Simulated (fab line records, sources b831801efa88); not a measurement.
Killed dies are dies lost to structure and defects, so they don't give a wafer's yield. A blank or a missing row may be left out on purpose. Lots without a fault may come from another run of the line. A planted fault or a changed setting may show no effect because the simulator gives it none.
Chamber matching | flow gf180mcu | GF_CONTACT_CMP_04 on cmp-02: 4 sister chambers
The step polishes SiO2. 4 wafers are shown with their chamber, then 8 later ones without.

WAFERS WITH THEIR CHAMBER
wafer  | chamber | time_to_endpoint_s (s)
L328.2 | 0       | 116
L339.2 | 3       | 101
L339.4 | 1       | 111
L340.1 | 2       | 106

WAFERS WITHOUT THEIR CHAMBER
wafer  | time_to_endpoint_s (s)
L340.2 | 115
L340.3 | 113
L343.1 | 114
L343.2 | 109
L343.4 | 122
L347.2 | 104
L347.4 | 117
L347.5 | 107

WHICH CHAMBER EACH WENT THROUGH
wafer  | from the rows above          | in truth
L340.2 | can't be placed: 0 or 1      | 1
L340.3 | can't be placed: 1 or 0 or 2 | 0
L343.1 | can't be placed: 0 or 1      | 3
L343.2 | can't be placed: 1 or 2 or 0 | 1
L343.4 | can't be placed: 0 or 1      | 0
L347.2 | can't be placed: 2 or 3 or 1 | 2
L347.4 | can't be placed: 0 or 1      | 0
L347.5 | can't be placed: 2 or 1 or 3 | 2
Placed correctly: 0 of 8. Can't be placed from these rows: 8 (the true chamber is among the candidates in 7). Placed wrongly: 0.
How it was worked out, from the rows above alone: a wafer's distance from a chamber is the root of the sum, over the readings, of the square of ((its reading less the chamber's mean) divided by the reading's scatter). The wafer belongs to the nearest chamber; if the next one is less than 2 further off, it can't be placed. A chamber's mean is the mean of its shown wafers. The scatter: with one shown wafer a chamber, the root of the mean of the squares of how far each hidden wafer lies from its nearest shown one.
